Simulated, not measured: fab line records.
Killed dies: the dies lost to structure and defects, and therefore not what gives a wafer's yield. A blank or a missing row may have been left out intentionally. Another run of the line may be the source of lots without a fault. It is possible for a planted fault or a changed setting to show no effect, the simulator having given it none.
A single fault, viewed from 2 desks || flow gf180mcu || only its own numbers are on each desk; what lay behind them is given at the end

== AT THE METROLOGY DESK ==
Lot by lot, what the gauges showed, no matter which tool ran the lot: averages of those sampled wafers that carry a number. A lot is out of limits, marked OUT, if its mean lies more than 4 standard deviations from the usual mean; the brackets give that distance.
Columns: A = HV_LDD_3_TW at GF_HV_LDD_TW_MEAS_38, usual 1444; B = CONTACT_CVD_02_THK at GF_CONTACT_THK_MEAS_03, usual 858 nm; C = V1_BOW at GF_V1_BOW_MEAS_05, usual 82 um
{"lot": "L284", "first seen here": "day 11 17:41", "A": 1448, "B": 869, "C": 71}
{"lot": "L285", "first seen here": "day 12 01:38", "A": 1437, "B": 858, "C": 75}
{"lot": "L286", "first seen here": "day 12 02:56", "A": 1449, "B": 872, "C": 85}
{"lot": "L287", "first seen here": "day 12 12:12", "A": 1444, "B": 853, "C": 80}
{"lot": "L291", "first seen here": "day 13 19:50", "A": 1447, "B": 868, "C": 86}
{"lot": "L292", "first seen here": "day 14 05:30", "A": 1451, "B": 854, "C": 95}
{"lot": "L294", "first seen here": "day 15 00:52", "A": 1450, "B": 857, "C": 77}
{"lot": "L295", "first seen here": "day 15 06:37", "A": 1445, "B": 869, "C": 81}
{"lot": "L297", "first seen here": "day 15 20:17", "A": 1446, "B": 852, "C": 83}
{"lot": "L298", "first seen here": "day 16 05:29", "A": 1444, "B": 870, "C": 83}
{"lot": "L300", "first seen here": "day 16 14:31", "A": "1036 (-61) OUT", "B": "-", "C": "-"}
This desk reports L300 out of limits; the earliest was L300 at day 16 14:31 (HV_LDD_3_TW at GF_HV_LDD_TW_MEAS_38). In limits: L284, L285, L286, L287, L291, L292, L294, L295, L297, L298.

== DESK OF THE TOOL OWNER: plasmaAsher-01 ==
The tool's own readings at GF_HV_LDD_STRIP_22 (strips in O2/N2): means of the sampled wafers that have a number, for each lot that ran on this tool. A lot is out of limits, marked OUT, if its mean lies more than 4 standard deviations from the usual mean; the brackets give that distance.
Columns: A = chamberPressureMTorr at GF_HV_LDD_STRIP_22, usual 1499.9 mTorr; B = drypumpMotorCurrentA at GF_HV_LDD_STRIP_22, usual 5.87 A; C = heaterPowerW at GF_HV_LDD_STRIP_22, usual 317 W; D = oesProductAu at GF_HV_LDD_STRIP_22, usual 0.716 a.u.; E = stripTimeToEndpointS at GF_HV_LDD_STRIP_22, usual 12.636 s
{"lot": "L284", "first seen here": "day 10 21:40", "A": 1499.4, "B": 5.81, "C": 343, "D": 0.715, "E": 12.608}
{"lot": "L287", "first seen here": "day 11 16:52", "A": 1500.9, "B": 5.80, "C": 335, "D": 0.712, "E": 12.664}
{"lot": "L292", "first seen here": "day 13 08:57", "A": 1498.1, "B": 5.85, "C": 335, "D": 0.716, "E": 12.611}
{"lot": "L295", "first seen here": "day 14 08:46", "A": 1501.1, "B": 5.83, "C": 335, "D": 0.713, "E": 12.623}
{"lot": "L300", "first seen here": "day 15 15:50", "A": 1501.0, "B": 5.83, "C": 337, "D": "0.957 (+54) OUT", "E": "-"}
Finding of this desk: L300 out of limits; the first was L300 at day 15 15:50, on oesProductAu at GF_HV_LDD_STRIP_22. In limits: L284, L287, L292, L295.

== ALL TOGETHER ==
The tool owner's desk had the chance to raise an alarm at day 15 15:50 on L300.
L300 would have let the metrology desk raise an alarm at day 16 14:31.
GF_HV_LDD_STRIP_22 was run on plasmaAsher-01 by each of the lots named.

== WHAT HAD BEEN PUT IN BY THE SIMULATOR ==
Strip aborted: plasmaAsher-01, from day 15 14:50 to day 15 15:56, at GF_HV_LDD_STRIP_22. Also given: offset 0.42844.
Shown lots that were struck: L300.
Hours from the fault's start to each desk's first reading out of limits: the tool owner's desk, 1; the metrology desk, 24.
